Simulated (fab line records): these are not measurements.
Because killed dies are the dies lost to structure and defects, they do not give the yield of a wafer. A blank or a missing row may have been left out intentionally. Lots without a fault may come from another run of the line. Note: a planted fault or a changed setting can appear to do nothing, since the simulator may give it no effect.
fab line records	flow gf180mcu	part 1 of 2: steps 1 to 25 of 35
record lots=5	wafers=15	last-day=33
route steps=602 shown DNWELL@41 NWELL@42 LVPWELL@54 MVSD@66
lots untouched by any fault: they come from a run of this same line in which no faults occurred
start-h: hours from the record's first day to the start of the lot's first wafer shown	wait-h: time in hours since the lot's previous step	" same as the row above	L1.1+2: a row that stands for several wafers	- no value, or no start was given	* or withheld: withheld	< > ~ a bound
route shown NAME@n: names a module that has steps shown in the file, with the first one's number in the route	usual: mean and standard deviation over wafers with no fault	same: alike in all rows	chamber/n: place in a boat	sites: each site's reading	_std_site: standard deviation across them	_edge_site: inner sites' mean taken away from outer sites' mean	radius-mm: how far each site lies from the wafer's centre	mask NAME#n: copy n	behind: tool/chamber where the wafer was last shaped	hold: reason for holding the lot/hours on hold/outcome of the hold	device: names the non-switching transistor (n, p or np)	end of line: the same wafers' tests at the end of the route	step lacking rows: just its recipe	killed: not the wafer's yield, but the dies lost to structure and defects at the first sort	map: the dies of a wafer, with x for killed, . for not killed, _ for no die there
set.NAME: the run value of the setting; set.NAME@STEP: its run value at that earlier step	model.NAME: the simulator's own value behind a step, which no gauge read
a table for each step, a row for each wafer; lots at some steps of the route
services: a tool's chamber out of use, with start hour (start-h, from the record's first day; less than 0 if before it), hours out, and reason
## steps
# step GF_DNWELL_TW_MEAS_09
# usual DNWELL_TW=1348/19
lot.wafer	tool	chamber	start-h	wait-h	DNWELL_TW
L076.2	film-metro-01	-	54.37	0.1	1356
L076.5	"	-	"	"	1367
L076.6	"	-	"	"	1363
L082.2	film-metro-03	-	84.57	0.1	1327
L082.4	"	-	"	"	1328
L082.5	"	-	"	"	1325
L083.2	film-metro-01	-	89.19	0.1	1341
L083.4	"	-	"	"	1333
L083.5	"	-	"	"	1336
L088.2	film-metro-03	-	119.44	0.1	1328
L088.3	"	-	"	"	1334
L088.6	"	-	"	"	1333
L092.2	film-metro-03	-	139.94	0.1	1338
L092.4	"	-	"	"	1326
L092.5	"	-	"	"	1327
# step GF_NWELL_DEHYDRATE_00
# recipe temp-c=200	time-s=60
# usual chill-plate-temp-C=23.00/0.1
lot.wafer	tool	chamber	start-h	wait-h	chill-plate-temp-C
L076.2	litho-track-03	0	60.34	6.0	23.00
L076.5	"	0	"	"	23.07
L076.6	"	0	"	"	23.05
L082.2	litho-track-02	0	90.88	6.3	23.09
L082.4	"	0	"	"	23.02
L082.5	"	0	"	"	22.93
L083.2	litho-track-04	0	95.83	6.6	23.02
L083.4	"	0	"	"	22.97
L083.5	"	0	"	"	22.99
L088.2	litho-track-04	0	126.53	7.1	22.94
L088.3	"	0	"	"	23.00
L088.6	"	0	"	"	22.93
L092.2	litho-track-04	0	147.23	7.3	22.92
L092.4	"	0	"	"	22.85
L092.5	"	0	"	"	22.79
# step GF_NWELL_HMDS_01
# recipe prime-time-s=60	prime-temp-c=120
# usual chill-plate-temp-C=22.97/0.1
lot.wafer	tool	chamber	start-h	wait-h	chill-plate-temp-C
L076.2	litho-track-03	0	60.49	0.1	23.08
L076.5	"	0	"	"	22.95
L076.6	"	0	"	"	23.07
L082.2	litho-track-02	0	91.03	0.1	22.99
L082.4	"	0	"	"	22.99
L082.5	"	0	"	"	22.99
L083.2	litho-track-04	0	95.98	0.1	23.09
L083.4	"	0	"	"	22.92
L083.5	"	0	"	"	22.83
L088.2	litho-track-04	0	126.68	0.1	23.02
L088.3	"	0	"	"	22.88
L088.6	"	0	"	"	23.02
L092.2	litho-track-04	0	147.38	0.1	23.01
L092.4	"	0	"	"	22.87
L092.5	"	0	"	"	22.91
# step GF_NWELL_COAT_02
# recipe spin-rpm=2000	resist-thk-nm=3000
# usual chill-plate-temp-C=23.02/0.1
lot.wafer	tool	chamber	start-h	wait-h	chill-plate-temp-C
L076.2	litho-track-03	0	60.64	0.1	23.06
L076.5	"	0	"	"	22.82
L076.6	"	0	"	"	22.88
L082.2	litho-track-02	0	91.18	0.1	22.81
L082.4	"	0	"	"	22.92
L082.5	"	0	"	"	22.98
L083.2	litho-track-04	0	96.13	0.1	23.11
L083.4	"	0	"	"	23.01
L083.5	"	0	"	"	22.92
L088.2	litho-track-04	0	126.83	0.1	22.95
L088.3	"	0	"	"	22.90
L088.6	"	0	"	"	22.97
L092.2	litho-track-04	0	147.53	0.1	23.01
L092.4	"	0	"	"	22.94
L092.5	"	0	"	"	23.04
# step GF_NWELL_SOFTBAKE_03
# recipe temp-c=110	time-s=withheld
# usual chill-plate-temp-C=22.99/0.1
lot.wafer	tool	chamber	start-h	wait-h	chill-plate-temp-C
L076.2	litho-track-03	0	60.80	0.1	22.87
L076.5	"	0	"	"	23.00
L076.6	"	0	"	"	22.84
L082.2	litho-track-02	0	91.34	0.1	23.00
L082.4	"	0	"	"	23.06
L082.5	"	0	"	"	23.02
L083.2	litho-track-04	0	96.29	0.1	23.04
L083.4	"	0	"	"	22.83
L083.5	"	0	"	"	22.87
L088.2	litho-track-04	0	126.99	0.1	23.07
L088.3	"	0	"	"	23.10
L088.6	"	0	"	"	23.17
L092.2	litho-track-04	0	147.69	0.1	23.11
L092.4	"	0	"	"	23.12
L092.5	"	0	"	"	22.85
# step GF_NWELL_EXPOSE_04
# recipe mask-id=Nwell	target-cd-nm=860	na=0.6	source-shape=conventional	sigma-outer=0.6	dose-mj=260
lot.wafer	tool	chamber	start-h	wait-h	mask
L076.2+5+6	iline-stepper-02	0	-	-	Nwell#0
L082.2+4+5	iline-stepper-01	0	-	-	Nwell#0
L083.2+4+5	iline-stepper-02	0	-	-	Nwell#0
L088.2+3+6	iline-stepper-01	0	-	-	Nwell#0
L092.2+4+5	iline-stepper-02	0	-	-	Nwell#0
# step GF_NWELL_PEB_05
# recipe temp-c=115	time-s=withheld
# usual chill-plate-temp-C=22.98/0.099
lot.wafer	tool	chamber	start-h	wait-h	chill-plate-temp-C
L076.2	litho-track-03	0	-	-	22.80
L076.5	"	0	"	"	23.02
L076.6	"	0	"	"	23.00
L082.2	litho-track-04	0	-	-	22.80
L082.4	"	0	"	"	22.97
L082.5	"	0	"	"	22.98
L083.2	litho-track-02	0	-	-	23.11
L083.4	"	0	"	"	23.08
L083.5	"	0	"	"	23.11
L088.2	litho-track-04	0	-	-	22.88
L088.3	"	0	"	"	23.05
L088.6	"	0	"	"	22.94
L092.2	litho-track-03	0	-	-	22.99
L092.4	"	0	"	"	22.90
L092.5	"	0	"	"	22.97
# step GF_NWELL_DEVELOP_06
# recipe wall-angle-deg=90	develop-time-s=60	dev-temp-c=23
# usual chill-plate-temp-C=22.99/0.11
lot.wafer	tool	chamber	start-h	wait-h	chill-plate-temp-C
L076.2	litho-track-03	0	-	-	23.02
L076.5	"	0	"	"	23.14
L076.6	"	0	"	"	22.93
L082.2	litho-track-04	0	-	-	23.00
L082.4	"	0	"	"	23.00
L082.5	"	0	"	"	22.97
L083.2	litho-track-02	0	-	-	23.11
L083.4	"	0	"	"	22.95
L083.5	"	0	"	"	22.90
L088.2	litho-track-04	0	-	-	22.88
L088.3	"	0	"	"	22.87
L088.6	"	0	"	"	22.99
L092.2	litho-track-03	0	-	-	23.12
L092.4	"	0	"	"	23.21
L092.5	"	0	"	"	23.12
# step GF_NWELL_OVL_MEAS_07
# usual NWELL_OVL=-0.9/1.3
lot.wafer	tool	chamber	start-h	wait-h	NWELL_OVL[nm]
L076.2	overlay-01	-	67.52	-	-2.2
L076.5	"	-	"	"	0.0
L076.6	"	-	"	"	-0.1
L082.2	overlay-01	-	98.71	-	-0.7
L082.4	"	-	"	"	-0.8
L082.5	"	-	"	"	-1.3
L083.2	overlay-02	-	103.51	-	1.4
L083.4	"	-	"	"	-0.6
L083.5	"	-	"	"	0.1
L088.2	overlay-01	-	134.71	-	0.7
L088.3	"	-	"	"	0.5
L088.6	"	-	"	"	-1.3
L092.2	overlay-02	-	155.57	-	-2.2
L092.4	"	-	"	"	-3.8
L092.5	"	-	"	"	-1.1
# step GF_NWELL_IMPLANT_08
# recipe species=P	energy-kev=450	dose-cm2=1.5e+13	tilt-deg=0
# usual end-station-pressure-torr=5.1e-06/3e-07	tilt-deg=0.001/0.02
lot.wafer	tool	chamber	start-h	wait-h	end-station-pressure-torr	tilt-deg
L076.2	implanter-02	0	67.58	0.0	5.2e-06	-0.014
L076.5	"	0	"	"	5.3e-06	-0.032
L076.6	"	0	"	"	4.8e-06	-0.046
L082.2	implanter-04	0	98.77	0.0	5.2e-06	0.027
L082.4	"	0	"	"	5e-06	-0.008
L082.5	"	0	"	"	4.9e-06	0.032
L083.2	implanter-04	0	103.56	0.0	5.2e-06	0.025
L083.4	"	0	"	"	5.3e-06	-0.014
L083.5	"	0	"	"	4.6e-06	0.011
L088.2	implanter-04	0	134.77	0.0	4.7e-06	0.000
L088.3	"	0	"	"	4.7e-06	-0.023
L088.6	"	0	"	"	4.9e-06	0.002
L092.2	implanter-02	0	155.63	0.0	5.1e-06	0.006
L092.4	"	0	"	"	5e-06	0.010
L092.5	"	0	"	"	5.1e-06	0.007
# step GF_NWELL_IMPLANT_09
# recipe species=P	energy-kev=160	dose-cm2=4e+12	tilt-deg=0
# usual end-station-pressure-torr=4.99e-06/2.8e-07	tilt-deg=-0.001/0.019
lot.wafer	tool	chamber	start-h	wait-h	end-station-pressure-torr	tilt-deg
L076.2	implanter-02	0	67.73	0.1	4.78e-06	0.005
L076.5	"	0	"	"	4.75e-06	0.011
L076.6	"	0	"	"	5.14e-06	0.011
L082.2	implanter-04	0	98.92	0.1	5.24e-06	-0.028
L082.4	"	0	"	"	5.14e-06	0.025
L082.5	"	0	"	"	5.38e-06	-0.005
L083.2	implanter-04	0	103.71	0.1	4.75e-06	0.008
L083.4	"	0	"	"	4.83e-06	-0.022
L083.5	"	0	"	"	4.31e-06	-0.006
L088.2	implanter-04	0	134.92	0.1	4.81e-06	-0.004
L088.3	"	0	"	"	5.17e-06	0.022
L088.6	"	0	"	"	4.98e-06	-0.009
L092.2	implanter-02	0	155.78	0.1	4.65e-06	0.034
L092.4	"	0	"	"	5.14e-06	0.010
L092.5	"	0	"	"	5.39e-06	0.033
# step GF_NWELL_STRIP_10
# recipe chemistry=O2/N2	power-w=1400	pressure-mtorr=1500	platen-temp-c=250	o2-flow-sccm=3000	n2-flow-sccm=300	overash-fraction=0.5
# usual drypump-motor-current-A=5.6/0.33	heater-power-w=344/21	oes-product-au=0.722/0.0044	strip-time-to-endpoint-s=36.93/0.1
lot.wafer	tool	chamber	start-h	wait-h	drypump-motor-current-A	heater-power-w	oes-product-au	rf-hours-counter-h	strip-time-to-endpoint-s
L076.2	plasma-asher-02	1	67.85	0.1	5.3	329	0.722	45	37.10
L076.5	"	1	"	"	5.4	346	0.726	-	37.07
L076.6	"	0	"	"	6.2	305	0.727	-	37.06
L082.2	plasma-asher-03	0	99.04	0.1	5.9	366	0.721	29	36.93
L082.4	"	1	"	"	5.3	369	0.720	-	36.80
L082.5	"	1	"	"	5.3	372	0.716	-	36.93
L083.2	plasma-asher-02	0	103.84	0.1	6.2	311	0.717	48	36.87
L083.4	"	1	"	"	5.3	344	0.726	-	36.94
L083.5	"	0	"	"	6.1	304	0.727	-	36.84
L088.2	plasma-asher-04	1	135.04	0.1	5.5	336	0.715	49	36.94
L088.3	"	0	"	"	5.5	340	0.719	-	37.01
L088.6	"	1	"	"	5.5	341	0.724	-	36.80
L092.2	plasma-asher-03	0	155.90	0.1	5.9	356	0.724	36	37.06
L092.4	"	0	"	"	5.9	358	0.716	-	36.95
L092.5	"	1	"	"	5.3	358	0.726	-	36.91
# step GF_NWELL_TW_MEAS_11
# usual NWELL_TW=1569/16
lot.wafer	tool	chamber	start-h	wait-h	NWELL_TW
L076.2	film-metro-01	-	67.96	0.1	1575
L076.5	"	-	"	"	1580
L076.6	"	-	"	"	1571
L082.2	film-metro-01	-	99.15	0.1	1561
L082.4	"	-	"	"	1567
L082.5	"	-	"	"	1550
L083.2	film-metro-03	-	103.95	0.1	1549
L083.4	"	-	"	"	1550
L083.5	"	-	"	"	1555
L088.2	film-metro-01	-	135.15	0.1	1573
L088.3	"	-	"	"	1578
L088.6	"	-	"	"	1572
L092.2	film-metro-01	-	156.01	0.1	1579
L092.4	"	-	"	"	1563
L092.5	"	-	"	"	1575
# step GF_LVPWELL_DEHYDRATE_00
# recipe temp-c=200	time-s=60
# usual chill-plate-temp-C=23.00/0.12
lot.wafer	tool	chamber	start-h	wait-h	chill-plate-temp-C
L076.2	litho-track-01	0	74.15	6.2	22.93
L076.5	"	0	"	"	22.99
L076.6	"	0	"	"	23.11
L082.2	litho-track-03	0	105.24	6.1	23.02
L082.4	"	0	"	"	23.07
L082.5	"	0	"	"	22.97
L083.2	litho-track-01	0	110.35	6.4	23.03
L083.4	"	0	"	"	22.87
L083.5	"	0	"	"	22.94
L088.2	litho-track-01	0	142.25	7.1	22.93
L088.3	"	0	"	"	22.95
L088.6	"	0	"	"	22.93
L092.2	litho-track-02	0	163.93	7.9	23.04
L092.4	"	0	"	"	23.06
L092.5	"	0	"	"	23.24
# step GF_LVPWELL_HMDS_01
# recipe prime-time-s=60	prime-temp-c=120
# usual chill-plate-temp-C=23.01/0.11
lot.wafer	tool	chamber	start-h	wait-h	chill-plate-temp-C
L076.2	litho-track-01	0	74.30	0.1	23.18
L076.5	"	0	"	"	22.92
L076.6	"	0	"	"	22.91
L082.2	litho-track-03	0	105.39	0.1	23.02
L082.4	"	0	"	"	23.06
L082.5	"	0	"	"	22.93
L083.2	litho-track-01	0	110.50	0.1	22.90
L083.4	"	0	"	"	22.94
L083.5	"	0	"	"	23.00
L088.2	litho-track-01	0	142.40	0.1	22.90
L088.3	"	0	"	"	23.01
L088.6	"	0	"	"	22.91
L092.2	litho-track-02	0	164.08	0.1	23.01
L092.4	"	0	"	"	23.03
L092.5	"	0	"	"	22.98
# step GF_LVPWELL_COAT_02
# recipe spin-rpm=2000	resist-thk-nm=3000
# usual chill-plate-temp-C=22.99/0.11
lot.wafer	tool	chamber	start-h	wait-h	chill-plate-temp-C
L076.2	litho-track-01	0	74.45	0.1	23.15
L076.5	"	0	"	"	23.16
L076.6	"	0	"	"	23.05
L082.2	litho-track-03	0	105.54	0.1	22.92
L082.4	"	0	"	"	23.15
L082.5	"	0	"	"	23.03
L083.2	litho-track-01	0	110.65	0.1	23.30
L083.4	"	0	"	"	22.98
L083.5	"	0	"	"	22.94
L088.2	litho-track-01	0	142.55	0.1	22.98
L088.3	"	0	"	"	22.94
L088.6	"	0	"	"	22.97
L092.2	litho-track-02	0	164.23	0.1	22.98
L092.4	"	0	"	"	23.03
L092.5	"	0	"	"	23.04
# step GF_LVPWELL_SOFTBAKE_03
# recipe temp-c=110	time-s=withheld
# usual chill-plate-temp-C=23.02/0.11
lot.wafer	tool	chamber	start-h	wait-h	chill-plate-temp-C
L076.2	litho-track-01	0	74.61	0.1	23.29
L076.5	"	0	"	"	23.15
L076.6	"	0	"	"	23.04
L082.2	litho-track-03	0	105.70	0.1	22.97
L082.4	"	0	"	"	23.10
L082.5	"	0	"	"	22.96
L083.2	litho-track-01	0	110.81	0.1	22.93
L083.4	"	0	"	"	23.05
L083.5	"	0	"	"	23.09
L088.2	litho-track-01	0	142.71	0.1	23.06
L088.3	"	0	"	"	23.09
L088.6	"	0	"	"	23.02
L092.2	litho-track-02	0	164.39	0.1	22.88
L092.4	"	0	"	"	23.16
L092.5	"	0	"	"	22.93
# step GF_LVPWELL_EXPOSE_04
# recipe mask-id=LVPWELL	target-cd-nm=600	na=0.6	source-shape=conventional	sigma-outer=0.6	dose-mj=260
lot.wafer	tool	chamber	start-h	wait-h	mask
L076.2+5+6	iline-stepper-01	0	-	-	LVPWELL#0
L082.2+4+5	iline-stepper-01	0	-	-	LVPWELL#0
L083.2+4+5	iline-stepper-01	0	-	-	LVPWELL#0
L088.2+3+6	iline-stepper-01	0	-	-	LVPWELL#0
L092.2+4+5	iline-stepper-01	0	-	-	LVPWELL#0
# step GF_LVPWELL_PEB_05
# recipe temp-c=115	time-s=withheld
# usual chill-plate-temp-C=23.00/0.11
lot.wafer	tool	chamber	start-h	wait-h	chill-plate-temp-C
L076.2	litho-track-01	0	-	-	22.99
L076.5	"	0	"	"	22.91
L076.6	"	0	"	"	23.12
L082.2	litho-track-03	0	-	-	23.10
L082.4	"	0	"	"	22.81
L082.5	"	0	"	"	23.05
L083.2	litho-track-02	0	-	-	22.85
L083.4	"	0	"	"	22.86
L083.5	"	0	"	"	22.94
L088.2	litho-track-01	0	-	-	23.19
L088.3	"	0	"	"	23.14
L088.6	"	0	"	"	23.33
L092.2	litho-track-03	0	-	-	23.08
L092.4	"	0	"	"	22.95
L092.5	"	0	"	"	23.20
# step GF_LVPWELL_DEVELOP_06
# recipe wall-angle-deg=90	develop-time-s=60	dev-temp-c=23
# usual chill-plate-temp-C=22.98/0.11
lot.wafer	tool	chamber	start-h	wait-h	chill-plate-temp-C
L076.2	litho-track-01	0	-	-	22.88
L076.5	"	0	"	"	22.83
L076.6	"	0	"	"	23.04
L082.2	litho-track-03	0	-	-	22.90
L082.4	"	0	"	"	22.83
L082.5	"	0	"	"	23.00
L083.2	litho-track-02	0	-	-	22.98
L083.4	"	0	"	"	23.02
L083.5	"	0	"	"	22.93
L088.2	litho-track-01	0	-	-	23.01
L088.3	"	0	"	"	23.18
L088.6	"	0	"	"	22.93
L092.2	litho-track-03	0	-	-	22.99
L092.4	"	0	"	"	23.05
L092.5	"	0	"	"	23.00
# step GF_LVPWELL_OVL_MEAS_07
# usual LVPWELL_OVL=0.0/1.5
lot.wafer	tool	chamber	start-h	wait-h	LVPWELL_OVL[nm]
L076.2	overlay-01	-	81.19	-	-2.0
L076.5	"	-	"	"	-1.2
L076.6	"	-	"	"	-3.6
L082.2	overlay-02	-	113.22	-	0.3
L082.4	"	-	"	"	-0.3
L082.5	"	-	"	"	-0.2
L083.2	overlay-02	-	118.11	-	-1.7
L083.4	"	-	"	"	0.5
L083.5	"	-	"	"	-1.5
L088.2	overlay-01	-	150.63	-	-2.1
L088.3	"	-	"	"	-2.1
L088.6	"	-	"	"	-0.7
L092.2	overlay-01	-	172.52	-	-1.0
L092.4	"	-	"	"	-0.9
L092.5	"	-	"	"	-0.7
# step GF_LVPWELL_IMPLANT_08
# recipe species=B	energy-kev=170	dose-cm2=1.5e+13	tilt-deg=0
# usual end-station-pressure-torr=5.09e-06/2.4e-07	tilt-deg=-0.002/0.021
lot.wafer	tool	chamber	start-h	wait-h	end-station-pressure-torr	tilt-deg
L076.2	implanter-02	0	81.24	0.0	5.33e-06	0.025
L076.5	"	0	"	"	5.25e-06	-0.035
L076.6	"	0	"	"	4.77e-06	-0.006
L082.2	implanter-04	0	113.28	0.0	4.97e-06	0.018
L082.4	"	0	"	"	4.96e-06	0.004
L082.5	"	0	"	"	4.74e-06	0.006
L083.2	implanter-04	0	118.16	0.0	5.12e-06	0.005
L083.4	"	0	"	"	4.76e-06	0.005
L083.5	"	0	"	"	5.47e-06	-0.011
L088.2	implanter-02	0	150.69	0.0	5.19e-06	0.019
L088.3	"	0	"	"	4.99e-06	0.006
L088.6	"	0	"	"	4.83e-06	0.006
L092.2	implanter-04	0	172.58	0.0	5.36e-06	-0.042
L092.4	"	0	"	"	4.69e-06	-0.005
L092.5	"	0	"	"	4.99e-06	-0.061
# step GF_LVPWELL_IMPLANT_09
# recipe species=B	energy-kev=60.71	dose-cm2=5e+12	tilt-deg=0
# usual end-station-pressure-torr=5.01e-06/2.9e-07	tilt-deg=-0.001/0.022
lot.wafer	tool	chamber	start-h	wait-h	end-station-pressure-torr	tilt-deg
L076.2	implanter-02	0	81.39	0.1	5.11e-06	-0.049
L076.5	"	0	"	"	5.16e-06	-0.004
L076.6	"	0	"	"	5.27e-06	-0.028
L082.2	implanter-04	0	113.43	0.1	4.84e-06	-0.034
L082.4	"	0	"	"	4.77e-06	-0.007
L082.5	"	0	"	"	4.76e-06	-0.026
L083.2	implanter-04	0	118.31	0.1	4.83e-06	-0.001
L083.4	"	0	"	"	4.82e-06	-0.025
L083.5	"	0	"	"	5.09e-06	-0.012
L088.2	implanter-02	0	150.84	0.1	5.13e-06	-0.014
L088.3	"	0	"	"	4.82e-06	0.008
L088.6	"	0	"	"	4.2e-06	-0.009
L092.2	implanter-04	0	172.73	0.1	5.09e-06	0.011
L092.4	"	0	"	"	5.9e-06	0.009
L092.5	"	0	"	"	5.77e-06	0.006
# step GF_LVPWELL_STRIP_10
# recipe chemistry=O2/N2	power-w=1400	pressure-mtorr=1500	platen-temp-c=250	o2-flow-sccm=3000	n2-flow-sccm=300	overash-fraction=0.5
# usual drypump-motor-current-A=5.7/0.36	heater-power-w=349/31	oes-product-au=0.723/0.005	strip-time-to-endpoint-s=36.92/0.086
lot.wafer	tool	chamber	start-h	wait-h	drypump-motor-current-A	heater-power-w	oes-product-au	rf-hours-counter-h	strip-time-to-endpoint-s
L076.2	plasma-asher-01	1	81.52	0.1	6.1	411	0.721	39	36.87
L076.5	"	0	"	"	5.6	348	0.722	-	36.90
L076.6	"	1	"	"	6.1	403	0.723	-	36.87
L082.2	plasma-asher-02	0	113.55	0.1	6.2	294	0.729	50	36.99
L082.4	"	0	"	"	6.1	305	0.726	-	37.04
L082.5	"	0	"	"	6.2	297	0.740	-	37.02
L083.2	plasma-asher-03	0	118.44	0.1	5.9	350	0.725	32	36.88
L083.4	"	0	"	"	5.9	364	0.721	-	37.01
L083.5	"	0	"	"	5.9	358	0.730	-	36.97
L088.2	plasma-asher-03	0	150.96	0.1	5.9	359	0.716	35	36.98
L088.3	"	1	"	"	5.3	372	0.722	-	37.02
L088.6	"	1	"	"	5.3	373	0.731	-	36.99
L092.2	plasma-asher-01	0	172.85	0.1	5.6	326	0.721	5	37.04
L092.4	"	0	"	"	5.6	323	0.724	-	36.84
L092.5	"	0	"	"	5.6	325	0.731	-	36.84
# step GF_LVPWELL_TW_MEAS_11
# usual LVPWELL_TW=556/5.4
lot.wafer	tool	chamber	start-h	wait-h	LVPWELL_TW
L076.2	film-metro-03	-	81.63	0.1	543
L076.5	"	-	"	"	546
L076.6	"	-	"	"	545
L082.2	film-metro-03	-	113.66	0.1	549
L082.4	"	-	"	"	548
L082.5	"	-	"	"	550
L083.2	film-metro-01	-	118.55	0.1	558
L083.4	"	-	"	"	558
L083.5	"	-	"	"	555
L088.2	film-metro-01	-	151.07	0.1	558
L088.3	"	-	"	"	558
L088.6	"	-	"	"	559
L092.2	film-metro-01	-	172.96	0.1	559
L092.4	"	-	"	"	558
L092.5	"	-	"	"	559
